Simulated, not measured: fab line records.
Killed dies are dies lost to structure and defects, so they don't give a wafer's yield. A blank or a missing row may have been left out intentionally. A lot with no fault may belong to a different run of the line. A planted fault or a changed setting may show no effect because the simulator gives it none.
What tool caused it? || flow gf180mcu || 38 wafers from 13 lots sampled at 5 of the route's 602 steps

WHAT THE GAUGES SHOWED, per wafer
GF_V4_RS_MEAS_24: the measuring method here is four-point-probe.
{"lot": "L917", "measured": "day 24 07:25", "on": "film_metro-02", "V4_W_RS (ohm/sq)": "0.325 0.325 0.321"}
{"lot": "L919", "measured": "day 25 03:19", "on": "film_metro-04", "V4_W_RS (ohm/sq)": "0.330 0.324 0.329"}
{"lot": "L921", "measured": "day 26 06:14", "on": "film_metro-04", "V4_W_RS (ohm/sq)": "0.333 0.330 0.331"}
{"lot": "L922", "measured": "day 26 11:50", "on": "film_metro-02", "V4_W_RS (ohm/sq)": "0.326 0.325 0.327"}
{"lot": "L923", "measured": "day 27 03:26", "on": "film_metro-03", "V4_W_RS (ohm/sq)": "0.328 0.332 0.329"}
{"lot": "L925", "measured": "day 27 08:41", "on": "film_metro-03", "V4_W_RS (ohm/sq)": "0.326 0.330 0.324"}
{"lot": "L926", "measured": "day 27 15:35", "on": "film_metro-03", "V4_W_RS (ohm/sq)": "0.338 0.336 0.329"}
{"lot": "L927", "measured": "day 27 20:25", "on": "film_metro-04", "V4_W_RS (ohm/sq)": "0.325 0.329 0.327"}
{"lot": "L928", "measured": "day 28 08:43", "on": "film_metro-04", "V4_W_RS (ohm/sq)": "0.339 0.337 0.336"}
{"lot": "L930", "measured": "day 28 17:55", "on": "film_metro-04", "V4_W_RS (ohm/sq)": "0.328 0.325 0.324"}
{"lot": "L931", "measured": "day 29 06:02", "on": "film_metro-03", "V4_W_RS (ohm/sq)": "0.320 0.322 0.320"}
{"lot": "L936", "measured": "day 30 11:26", "on": "film_metro-03", "V4_W_RS (ohm/sq)": "0.331 0.329 0.330"}
{"lot": "L939", "measured": "day 31 02:06", "on": "film_metro-04", "V4_W_RS (ohm/sq)": "0.328 0.327"}

GF_V4_THK_MEAS_25: measures by xrf.
{"lot": "L917", "measured": "day 24 07:31", "on": "film_metro-02", "V4_W_THK (nm)": "355 354 362"}
{"lot": "L919", "measured": "day 25 03:26", "on": "film_metro-04", "V4_W_THK (nm)": "351 357 353"}
{"lot": "L921", "measured": "day 26 06:20", "on": "film_metro-04", "V4_W_THK (nm)": "344 348 349"}
{"lot": "L922", "measured": "day 26 11:56", "on": "film_metro-02", "V4_W_THK (nm)": "352 352 351"}
{"lot": "L923", "measured": "day 27 03:34", "on": "film_metro-03", "V4_W_THK (nm)": "360 354 356"}
{"lot": "L925", "measured": "day 27 08:49", "on": "film_metro-03", "V4_W_THK (nm)": "360 356 360"}
{"lot": "L926", "measured": "day 27 15:41", "on": "film_metro-03", "V4_W_THK (nm)": "348 350 356"}
{"lot": "L927", "measured": "day 27 20:31", "on": "film_metro-04", "V4_W_THK (nm)": "351 349 348"}
{"lot": "L928", "measured": "day 28 08:50", "on": "film_metro-04", "V4_W_THK (nm)": "342 343 343"}
{"lot": "L930", "measured": "day 28 18:01", "on": "film_metro-04", "V4_W_THK (nm)": "352 353 358"}
{"lot": "L931", "measured": "day 29 06:08", "on": "film_metro-03", "V4_W_THK (nm)": "360 359 362"}
{"lot": "L936", "measured": "day 30 11:32", "on": "film_metro-03", "V4_W_THK (nm)": "350 352 349"}
{"lot": "L939", "measured": "day 31 02:12", "on": "film_metro-04", "V4_W_THK (nm)": "348 347"}

GF_MIM_THK_MEAS_06.
{"lot": "L917", "measured": "day 24 08:07", "on": "film_metro-01", "MIM_CVD_05_THK (nm)": "42.4 42.1 42.2"}
{"lot": "L919", "measured": "day 25 04:04", "on": "film_metro-03", "MIM_CVD_05_THK (nm)": "42.1 41.8 42.1"}
{"lot": "L921", "measured": "day 26 07:00", "on": "film_metro-03", "MIM_CVD_05_THK (nm)": "41.7 42.3 42.5"}
{"lot": "L922", "measured": "day 26 12:33", "on": "film_metro-03", "MIM_CVD_05_THK (nm)": "42.6 42.5 42.7"}
{"lot": "L923", "measured": "day 27 04:10", "on": "film_metro-01", "MIM_CVD_05_THK (nm)": "42.9 42.2 41.5"}
{"lot": "L925", "measured": "day 27 09:26", "on": "film_metro-01", "MIM_CVD_05_THK (nm)": "41.8 41.9 42.2"}
{"lot": "L926", "measured": "day 27 16:18", "on": "film_metro-02", "MIM_CVD_05_THK (nm)": "40.5 41.5 41.9"}
{"lot": "L927", "measured": "day 27 21:08", "on": "film_metro-01", "MIM_CVD_05_THK (nm)": "41.6 42.1 42.4"}
{"lot": "L928", "measured": "day 28 09:40", "on": "film_metro-03", "MIM_CVD_05_THK (nm)": "41.9 42.5 42.7"}
{"lot": "L930", "measured": "day 28 18:38", "on": "film_metro-03", "MIM_CVD_05_THK (nm)": "41.8 41.8 41.8"}
{"lot": "L931", "measured": "day 29 06:45", "on": "film_metro-02", "MIM_CVD_05_THK (nm)": "41.7 41.3 42.4"}
{"lot": "L936", "measured": "day 30 12:10", "on": "film_metro-02", "MIM_CVD_05_THK (nm)": "42.2 42.8 42.6"}
{"lot": "L939", "measured": "day 31 02:49", "on": "film_metro-02", "MIM_CVD_05_THK (nm)": "41.6 54.5 41.6 54.5"}

TOOL THAT RAN EACH LOT (tool first, then ch and the chambers of the sampled wafers, then the start)
{"lot": "L917", "GF_V4_SPUTTER_21": "pvd_sputter-01, day 24 07:02", "GF_MIM_CVD_05": "pecvd-01 ch 0,2, day 24 08:04"}
{"lot": "L919", "GF_V4_SPUTTER_21": "pvd_sputter-01, day 25 02:59", "GF_MIM_CVD_05": "pecvd-01 ch 1,2, day 25 04:01"}
{"lot": "L921", "GF_V4_SPUTTER_21": "pvd_sputter-01, day 26 05:59", "GF_MIM_CVD_05": "pecvd-03 ch 1,2, day 26 06:58"}
{"lot": "L922", "GF_V4_SPUTTER_21": "pvd_sputter-04, day 26 11:35", "GF_MIM_CVD_05": "pecvd-02 ch 1,2, day 26 12:29"}
{"lot": "L923", "GF_V4_SPUTTER_21": "pvd_sputter-01, day 27 03:13", "GF_MIM_CVD_05": "pecvd-02 ch 0,1,2, day 27 04:08"}
{"lot": "L925", "GF_V4_SPUTTER_21": "pvd_sputter-03, day 27 08:28", "GF_MIM_CVD_05": "pecvd-03 ch 1,2, day 27 09:23"}
{"lot": "L926", "GF_V4_SPUTTER_21": "pvd_sputter-01, day 27 15:20", "GF_MIM_CVD_05": "pecvd-01 ch 0,2, day 27 16:15"}
{"lot": "L927", "GF_V4_SPUTTER_21": "pvd_sputter-03, day 27 20:09", "GF_MIM_CVD_05": "pecvd-01 ch 0,1,2, day 27 21:05"}
{"lot": "L928", "GF_V4_SPUTTER_21": "pvd_sputter-03, day 28 08:29", "GF_MIM_CVD_05": "pecvd-03 ch 0,1,2, day 28 09:38"}
{"lot": "L930", "GF_V4_SPUTTER_21": "pvd_sputter-01, day 28 17:40", "GF_MIM_CVD_05": "pecvd-01 ch 0,1,2, day 28 18:35"}
{"lot": "L931", "GF_V4_SPUTTER_21": "pvd_sputter-01, day 29 05:46", "GF_MIM_CVD_05": "pecvd-01 ch 0,2, day 29 06:42"}
{"lot": "L936", "GF_V4_SPUTTER_21": "pvd_sputter-03, day 30 11:10", "GF_MIM_CVD_05": "pecvd-01 ch 1,2, day 30 12:06"}
{"lot": "L939", "GF_V4_SPUTTER_21": "pvd_sputter-01, day 31 01:51", "GF_MIM_CVD_05": "pecvd-01 ch 0,1, day 31 02:46"}
- GF_V4_SPUTTER_21: material Ti, target thk 15 nm, time 80.02 s.
- GF_MIM_CVD_05: deposits Si3N4, target thk 42 nm, time 29.086 s.

WHAT THE TOOLS THEMSELVES READ (means of the sampled wafers that have a number; where no wafer has one, the mark that the record gives instead)
GF_V4_SPUTTER_21.
{"lot": "L917", "tool": "pvd_sputter-01", "throttle_valve_pct (%)": 30.1}
{"lot": "L919", "tool": "pvd_sputter-01", "throttle_valve_pct (%)": 30.1}
{"lot": "L921", "tool": "pvd_sputter-01", "throttle_valve_pct (%)": 30.3}
{"lot": "L922", "tool": "pvd_sputter-04", "throttle_valve_pct (%)": 31.1}
{"lot": "L923", "tool": "pvd_sputter-01", "throttle_valve_pct (%)": 30.0}
{"lot": "L925", "tool": "pvd_sputter-03", "throttle_valve_pct (%)": 29.8}
{"lot": "L926", "tool": "pvd_sputter-01", "throttle_valve_pct (%)": 30.0}
{"lot": "L927", "tool": "pvd_sputter-03", "throttle_valve_pct (%)": 30.1}
{"lot": "L928", "tool": "pvd_sputter-03", "throttle_valve_pct (%)": 29.7}
{"lot": "L930", "tool": "pvd_sputter-01", "throttle_valve_pct (%)": 30.4}
{"lot": "L931", "tool": "pvd_sputter-01", "throttle_valve_pct (%)": 29.9}
{"lot": "L936", "tool": "pvd_sputter-03", "throttle_valve_pct (%)": 30.1}
{"lot": "L939", "tool": "pvd_sputter-01", "throttle_valve_pct (%)": 30.8}

GF_MIM_CVD_05.
{"lot": "L917", "tool": "pecvd-01", "heater_power_w (W)": 548, "run_length_s (s)": 57.2, "temp_max_c (C)": 400.05}
{"lot": "L919", "tool": "pecvd-01", "heater_power_w (W)": 638, "run_length_s (s)": 56.9, "temp_max_c (C)": 399.86}
{"lot": "L921", "tool": "pecvd-03", "heater_power_w (W)": 590, "run_length_s (s)": 57.4, "temp_max_c (C)": 400.06}
{"lot": "L922", "tool": "pecvd-02", "heater_power_w (W)": 662, "run_length_s (s)": 57.2, "temp_max_c (C)": 399.93}
{"lot": "L923", "tool": "pecvd-02", "heater_power_w (W)": 633, "run_length_s (s)": 57.1, "temp_max_c (C)": 399.97}
{"lot": "L925", "tool": "pecvd-03", "heater_power_w (W)": 578, "run_length_s (s)": 57.6, "temp_max_c (C)": 400.05}
{"lot": "L926", "tool": "pecvd-01", "heater_power_w (W)": 580, "run_length_s (s)": 56.9, "temp_max_c (C)": 400.11}
{"lot": "L927", "tool": "pecvd-01", "heater_power_w (W)": 623, "run_length_s (s)": 57.0, "temp_max_c (C)": 399.88}
{"lot": "L928", "tool": "pecvd-03", "heater_power_w (W)": 520, "run_length_s (s)": 57.0, "temp_max_c (C)": 399.82}
{"lot": "L930", "tool": "pecvd-01", "heater_power_w (W)": 662, "run_length_s (s)": 57.0, "temp_max_c (C)": 400.02}
{"lot": "L931", "tool": "pecvd-01", "heater_power_w (W)": 543, "run_length_s (s)": 56.9, "temp_max_c (C)": 399.80}
{"lot": "L936", "tool": "pecvd-01", "heater_power_w (W)": 670, "run_length_s (s)": 56.8, "temp_max_c (C)": 400.06}
{"lot": "L939", "tool": "pecvd-01", "heater_power_w (W)": 703, "run_length_s (s)": 61.0, "temp_max_c (C)": 400.23}

THE ANSWER, worked out from the rows above alone
Rule: what is usual is taken from the lots themselves. The widest of any qualifying gaps counts: lots, ordered by their means at a reading, are off when they make up no more than a third of the lots, leave a main group of 4 or more, and stand apart from it by 3 or more times the standard deviation of that group's means. If all means in a main group match to the digits the tables above print for the reading, that group is not used. Also off: a lot with no number at a reading for which 4 or more lots have one. All remaining lots with rows at the step are treated as sound. First the gauges in route order, then the tools' own readings, where a lot's mean is used as printed above. At the first step where some lot is off, the reading lying furthest off is the one used; lots without a number count as furthest.
Off: L939, at GF_MIM_THK_MEAS_06 (MIM_CVD_05_THK). Mean 42.1 nm and standard deviation 0.34 in the main group.
If a tool, at a process step before that reading, ran all the lots that are off and no sound lot after the first of them, it fits. The gauges at GF_MIM_THK_MEAS_06 aren't tried: what is off there is off at GF_MIM_CVD_05 too, on other tools, and a gauge's error can't cause that. Can't be told from this: 2 tools fit, pvd_sputter-01 at GF_V4_SPUTTER_21, pecvd-01 at GF_MIM_CVD_05.

WHAT HAD BEEN PUT IN BY THE SIMULATOR
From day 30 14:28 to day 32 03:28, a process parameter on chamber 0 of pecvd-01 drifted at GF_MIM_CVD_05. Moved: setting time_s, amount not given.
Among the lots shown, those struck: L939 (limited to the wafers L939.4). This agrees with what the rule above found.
